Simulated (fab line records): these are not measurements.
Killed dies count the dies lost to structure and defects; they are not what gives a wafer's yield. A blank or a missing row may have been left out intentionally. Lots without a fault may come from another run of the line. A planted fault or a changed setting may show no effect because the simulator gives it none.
Struck lot and sound lot, side by side	flow sky130	16 out of 708 route steps
Sound: the wafers L824.1, L824.4, L824.6. Struck: wafers L831.4, L831.5. At the end, the cause is stated.
Per side, at each step with rows, come the tool, then ch with its chambers, and then its first start. Under that, the readings that differ: sound wafers	struck wafers	difference of the means	sigmas: that difference in standard deviations of wafers without a fault.
alike: readings with means less than 2 such deviations apart, plus words and numbers identical on both sides. not compared: withheld readings, readings lacking a value on some wafer, bounds such as >300 that could conceal the same value, and numbers that have no deviation in the record and whose values overlap.
The two part at a step that has a row with sigmas, a row that says differs or no value, or rows on one side only. Non-overlapping numbers with no deviation appear without sigmas and do not part them. A reading missing from all wafers of one side parts the sides only when that side holds two or more wafers.

first, 2 steps without rows for these wafers: SKY_VT_ADJUST_LVTN_PEB_16; SKY_VT_ADJUST_LVTN_DEVELOP_17 (develop time 60 s).
SKY_VT_ADJUST_LVTN_OVL_MEAS_18:
  sound on overlay-02 at day 7 18:29; struck on overlay-01 at day 9 20:35
  alike: VT_ADJUST_LVTN_01_OVL
then, 1 step without rows for these wafers: SKY_VT_ADJUST_LVTN_IMPLANT_19.
SKY_VT_ADJUST_LVTN_STRIP_20: strips in O2/N2.
  sound on plasma-asher-03 ch 0, day 7 18:40; struck on plasma-asher-02 ch 0,1, day 9 20:47
  alike: drypump-motor-current-A, oes-product-au, strip-time-to-endpoint-s
  not compared: rf-hours-counter-h
SKY_VT_ADJUST_LVTN_TW_MEAS_21:
  sound on film-metro-04 at day 7 18:46; struck on film-metro-04 at day 9 20:53
  alike: VT_ADJUST_LVTN_2_TW
then, 6 steps without rows for these wafers: SKY_VT_ADJUST_NCORE_DEHYDRATE_00 (time 60 s); SKY_VT_ADJUST_NCORE_HMDS_01 (prime time 60 s); SKY_VT_ADJUST_NCORE_COAT_02 (resist thk 1140 nm); SKY_VT_ADJUST_NCORE_SOFTBAKE_03 (time 60 s); SKY_VT_ADJUST_NCORE_EXPOSE_04 (exposes mask LVTN COMPLEMENT THIN, target cd 380 nm); SKY_VT_ADJUST_NCORE_PEB_05.
SKY_VT_ADJUST_NCORE_DEVELOP_06: develop time 60 s.
  sound on litho-track-04 ch 0, day 8 15:16; struck on litho-track-01 ch 0, day 10 18:08
SKY_VT_ADJUST_NCORE_CD_MEAS_07: the cd target is 380 nm.
  sound on cd-sem-01 at day 8 15:25; struck on cd-sem-01 at day 10 18:16
reading	sound	struck	difference	sigmas
cd-nm (nm)	380.1 380.2 381.0	311.6 312.3	-68.5	-25
SKY_VT_ADJUST_NCORE_OVL_MEAS_08:
  sound on overlay-01 at day 8 15:32; struck on overlay-01 at day 10 18:21
  alike: VT_ADJUST_NCORE_OVL
-- here the record skips 37 days between the struck wafers' starts before and after, leaving off in module VT_ADJUST_NCORE and picking up in module PAD_OPEN (first step shown: number 708 of the route) --
SKY_PAD_OPEN_PROBE_99:
  only the struck wafers here have rows in the record (prober-02, day 47 21:14); the sound ones have none

WHERE THEY PART
Last at SKY_PAD_OPEN_PROBE_99 as far as this record goes, first at SKY_VT_ADJUST_NCORE_CD_MEAS_07.

WHY: the cause the simulator had injected
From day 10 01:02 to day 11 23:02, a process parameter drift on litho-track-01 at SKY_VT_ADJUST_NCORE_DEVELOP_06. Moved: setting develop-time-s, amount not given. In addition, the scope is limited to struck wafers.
